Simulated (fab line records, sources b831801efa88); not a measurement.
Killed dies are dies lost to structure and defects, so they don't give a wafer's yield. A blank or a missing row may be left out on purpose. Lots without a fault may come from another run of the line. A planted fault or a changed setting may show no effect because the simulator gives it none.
fab line records | flow gf180mcu
record lots=5 wafers=15 last_day=33
route steps=602 shown VT_IMPLANT@94
lots that met no fault: from a run of the same line without faults
start_h: hours from the record's first day to the start of the lot's first wafer shown | wait_h: hours since the lot's step before | " the same as in the row above | L1.1+2: a row that stands for several wafers | - no value, or no start given | * or withheld: withheld | < > ~ a bound
route shown NAME@n: a module of which the file shows steps, and the number in the route of the first | usual: mean/standard deviation of fault-free wafers | same: alike in all rows | chamber/n: place in a boat | sites: the reading at each site | _std_site: their standard deviation | _edge_site: outer sites' mean less inner sites' | radius_mm: how far each site lies from the wafer's centre | mask NAME#n: copy n | behind: the tool/chamber that last shaped the wafer | hold: why the lot was held/for how many hours/how that ended | device: the transistor (n, p or np) that didn't switch | end of line: the same wafers' tests at the end of the route | a step without rows: its recipe alone | killed: dies lost to structure and defects at the first sort, not the wafer's yield | map: a wafer's dies, x killed, . not, _ none there
set.NAME: the setting as run; set.NAME@STEP: as run at that earlier step | model.NAME: the simulator's own value behind a step, which no gauge read
lots at some steps of the route; a table a step, a row a wafer
services: from which hour (start_h, from the record's first day; less than 0 if before it) a tool's chamber was out of use, for how many hours, and why
## steps
# step GF_VT_IMPLANT_EXPOSE_04
# recipe mask_id=LVPWELL_LV_AREA target_cd_nm=600 na=0.6 source_shape=conventional sigma_outer=0.6 dose_mj=140
# same na=0.6
# columns lot.wafer tool chamber start_h wait_h mask
L077.1+3+6 iline_stepper-01 0 - - LVPWELL_LV_AREA#0
L078.2+3+4 iline_stepper-01 0 - - LVPWELL_LV_AREA#0
L079.4+5+6 iline_stepper-01 0 - - LVPWELL_LV_AREA#0
L081.2+3+5 iline_stepper-02 0 - - LVPWELL_LV_AREA#0
L092.1+3+4 iline_stepper-01 0 - - LVPWELL_LV_AREA#0
# step GF_VT_IMPLANT_PEB_05
# recipe temp_c=withheld time_s=* resist=NOVOLAK
# usual exhaust_pa=44.8/0.89 resist_line_temp_C=*
# columns lot.wafer tool chamber start_h wait_h exhaust_pa resist_line_temp_C
L077.1 litho_track-04 0 - - 44.2 *
L077.3 " 0 " " 42.9 *
L077.6 " 0 " " 44.0 *
L078.2 litho_track-04 0 - - 45.4 *
L078.3 " 0 " " 44.3 *
L078.4 " 0 " " 43.4 *
L079.4 litho_track-02 0 - - 44.7 *
L079.5 " 0 " " 43.5 *
L079.6 " 0 " " 44.2 *
L081.2 litho_track-02 0 - - 44.3 *
L081.3 " 0 " " 44.5 *
L081.5 " 0 " " 44.3 *
L092.1 litho_track-04 0 - - 45.4 *
L092.3 " 0 " " 43.6 *
L092.4 " 0 " " 44.8 *
# step GF_VT_IMPLANT_DEVELOP_06
# recipe develop_time_s=60 dev_temp_c=23
# usual developer_temp_C=22.98/0.089 exhaust_pa=45.1/0.78 resist_line_temp_C=22.99/0.1
# columns lot.wafer tool chamber start_h wait_h developer_temp_C exhaust_pa resist_line_temp_C
L077.1 litho_track-04 0 129.36 0.1 22.97 44.5 22.96
L077.3 " 0 " " 22.95 43.8 22.87
L077.6 " 0 " " 22.91 44.9 23.08
L078.2 litho_track-04 0 134.69 0.1 23.00 44.5 22.90
L078.3 " 0 " " 23.03 44.7 23.05
L078.4 " 0 " " 22.75 44.5 22.96
L079.4 litho_track-02 0 143.33 0.1 22.99 44.8 23.11
L079.5 " 0 " " 22.93 45.7 22.97
L079.6 " 0 " " 22.79 43.8 22.99
L081.2 litho_track-02 0 154.68 0.1 22.90 45.2 23.02
L081.3 " 0 " " 23.00 45.4 23.06
L081.5 " 0 " " 22.96 44.0 23.00
L092.1 litho_track-04 0 222.11 0.1 23.03 46.2 23.08
L092.3 " 0 " " 22.92 44.6 23.06
L092.4 " 0 " " 23.14 45.3 23.01
# step GF_VT_IMPLANT_OVL_MEAS_07
# usual VT_IMPLANT_OVL=-1.1/1.4
# columns lot.wafer tool chamber start_h wait_h VT_IMPLANT_OVL[nm]
L077.1 overlay-01 - 129.51 0.1 -1.5
L077.3 " - " " -3.1
L077.6 " - " " -3.1
L078.2 overlay-02 - 134.82 0.1 -1.2
L078.3 " - " " -1.2
L078.4 " - " " -0.9
L079.4 overlay-02 - 143.43 0.1 -0.8
L079.5 " - " " -2.9
L079.6 " - " " -0.1
L081.2 overlay-01 - 154.81 0.1 -0.1
L081.3 " - " " -2.3
L081.5 " - " " -1.4
L092.1 overlay-02 - 222.26 0.1 -2.3
L092.3 " - " " 0.1
L092.4 " - " " -0.3
# step GF_VT_IMPLANT_IMPLANT_08
# recipe species=BF2 energy_kev=20 dose_cm2=8.29e+12 tilt_deg=7
# usual beam_on_s=9.99/0.21 end_station_pressure_torr=5.06e-06/2.3e-07
# columns lot.wafer tool chamber start_h wait_h beam_on_s end_station_pressure_torr
L077.1 implanter-03 0 129.55 0.0 10.04 5.19e-06
L077.3 " 0 " " 9.73 4.87e-06
L077.6 " 0 " " 9.87 4.74e-06
L078.2 implanter-02 0 134.87 0.0 9.92 4.93e-06
L078.3 " 0 " " 10.06 4.8e-06
L078.4 " 0 " " 9.54 5.41e-06
L079.4 implanter-02 0 143.52 0.1 9.90 5.02e-06
L079.5 " 0 " " 10.16 5e-06
L079.6 " 0 " " 10.21 5.14e-06
L081.2 implanter-03 0 154.87 0.0 9.75 5.03e-06
L081.3 " 0 " " 9.77 5.14e-06
L081.5 " 0 " " 9.64 5.08e-06
L092.1 implanter-03 0 222.30 0.0 10.04 4.51e-06
L092.3 " 0 " " 10.12 5.01e-06
L092.4 " 0 " " 9.92 5.53e-06
# step GF_VT_IMPLANT_STRIP_09
# recipe chemistry=O2/N2 power_w=1400 pressure_mtorr=1500 platen_temp_c=250 o2_flow_sccm=3000 n2_flow_sccm=300 overash_fraction=0.5
# usual drypump_motor_current_A=5.7/0.46 heater_power_w=321/38 oes_product_au=0.716/0.0047 strip_time_to_endpoint_s=12.61/0.037
# same overash_fraction=0.5
# columns lot.wafer tool chamber start_h wait_h drypump_motor_current_A heater_power_w oes_product_au rf_hours_counter_h strip_time_to_endpoint_s
L077.1 plasma_asher-01 1 129.70 0.1 6.1 384 0.716 49 12.66
L077.3 " 1 " " 6.0 386 0.716 - 12.61
L077.6 " 0 " " 5.3 285 0.719 - 12.65
L078.2 plasma_asher-04 0 135.00 0.1 5.6 318 0.720 36 12.69
L078.3 " 0 " " 5.6 324 0.710 - 12.67
L078.4 " 1 " " 5.2 289 0.723 - 12.68
L079.4 plasma_asher-01 1 143.63 0.1 6.0 385 0.718 - 12.61
L079.5 " 1 " " 6.1 377 0.729 - 12.58
L079.6 " 0 " " 5.3 292 0.712 - 12.61
L081.2 plasma_asher-01 1 154.99 0.1 6.1 386 0.720 51 12.60
L081.3 " 1 " " 6.1 373 0.713 - 12.61
L081.5 " 1 " " 6.1 381 0.717 - 12.64
L092.1 plasma_asher-04 0 222.45 0.1 5.7 317 0.709 46 12.59
L092.3 " 0 " " 5.7 323 0.719 - 12.58
L092.4 " 1 " " 5.2 291 0.723 - 12.57
# step GF_VT_IMPLANT_TW_MEAS_10
# usual VT_IMPLANT_TW=567/4.8
# columns lot.wafer tool chamber start_h wait_h VT_IMPLANT_TW
L077.1 film_metro-03 - 129.80 0.1 566
L077.3 " - " " 569
L077.6 " - " " 560
L078.2 film_metro-03 - 135.11 0.1 563
L078.3 " - " " 564
L078.4 " - " " 564
L079.4 film_metro-03 - 143.72 0.1 567
L079.5 " - " " 565
L079.6 " - " " 564
L081.2 film_metro-03 - 155.10 0.1 566
L081.3 " - " " 568
L081.5 " - " " 567
L092.1 film_metro-03 - 222.55 0.1 568
L092.3 " - " " 569
L092.4 " - " " 571
# step GF_VT_IMPLANT_DEHYDRATE_11
# recipe temp_c=200 time_s=60
# usual exhaust_pa=44.9/0.88 resist_line_temp_C=22.98/0.11
# columns lot.wafer tool chamber start_h wait_h exhaust_pa resist_line_temp_C
L077.1 litho_track-03 0 137.18 7.4 44.5 22.88
L077.3 " 0 " " 46.1 22.76
L077.6 " 0 " " 46.1 22.74
L078.2 litho_track-02 0 142.53 7.4 45.4 23.04
L078.3 " 0 " " 45.6 22.91
L078.4 " 0 " " 44.6 22.99
L079.4 litho_track-02 0 151.18 7.4 46.7 23.12
L079.5 " 0 " " 46.2 23.09
L079.6 " 0 " " 46.3 23.27
L081.2 litho_track-02 0 162.63 7.5 45.6 22.94
L081.3 " 0 " " 44.4 22.92
L081.5 " 0 " " 46.3 22.90
L092.1 litho_track-03 0 230.83 8.3 44.5 22.73
L092.3 " 0 " " 45.7 22.90
L092.4 " 0 " " 45.5 23.02
# step GF_VT_IMPLANT_HMDS_12
# recipe prime_time_s=60 prime_temp_c=120
# usual exhaust_pa=45.1/0.83 resist_line_temp_C=23.01/0.11
# columns lot.wafer tool chamber start_h wait_h exhaust_pa resist_line_temp_C
L077.1 litho_track-03 0 137.33 0.1 45.4 23.04
L077.3 " 0 " " 45.8 23.04
L077.6 " 0 " " 45.9 23.19
L078.2 litho_track-02 0 142.68 0.1 44.9 23.35
L078.3 " 0 " " 45.4 23.03
L078.4 " 0 " " 45.2 23.13
L079.4 litho_track-02 0 151.33 0.1 46.1 23.02
L079.5 " 0 " " 45.2 23.06
L079.6 " 0 " " 45.4 22.98
L081.2 litho_track-02 0 162.78 0.1 44.7 22.94
L081.3 " 0 " " 44.5 22.91
L081.5 " 0 " " 46.2 23.05
L092.1 litho_track-03 0 230.98 0.1 44.7 22.95
L092.3 " 0 " " 45.4 22.98
L092.4 " 0 " " 44.5 23.01
# step GF_VT_IMPLANT_COAT_13
# recipe resist=NOVOLAK spin_rpm=3000 resist_thk_nm=1000
# usual exhaust_pa=45.3/0.9 resist_line_temp_C=23.00/0.1
# columns lot.wafer tool chamber start_h wait_h exhaust_pa resist_line_temp_C
L077.1 litho_track-03 0 137.48 0.1 46.6 22.88
L077.3 " 0 " " 45.7 22.95
L077.6 " 0 " " 48.0 23.03
L078.2 litho_track-02 0 142.83 0.1 44.3 22.82
L078.3 " 0 " " 44.6 23.05
L078.4 " 0 " " 44.3 22.93
L079.4 litho_track-02 0 151.48 0.1 44.3 23.01
L079.5 " 0 " " 45.0 22.97
L079.6 " 0 " " 45.3 23.09
L081.2 litho_track-02 0 162.93 0.1 46.2 23.02
L081.3 " 0 " " 46.7 22.96
L081.5 " 0 " " 45.3 22.91
L092.1 litho_track-03 0 231.13 0.1 45.5 23.15
L092.3 " 0 " " 45.5 23.00
L092.4 " 0 " " 45.3 23.10
## services
# columns tool chamber start_h hours kind
implanter-03 - 112.58 3.3 pm
iline_stepper-01 - 115.78 4.4 pm
implanter-03 - 133.65 17.9 pm
implanter-02 - 147.17 3.2 repair
implanter-02 - 158.00 3.0 repair
iline_stepper-02 - 190.87 1.5 repair
implanter-02 - 205.35 1.3 repair
iline_stepper-01 - 225.82 1.7 pm
## key
fault none
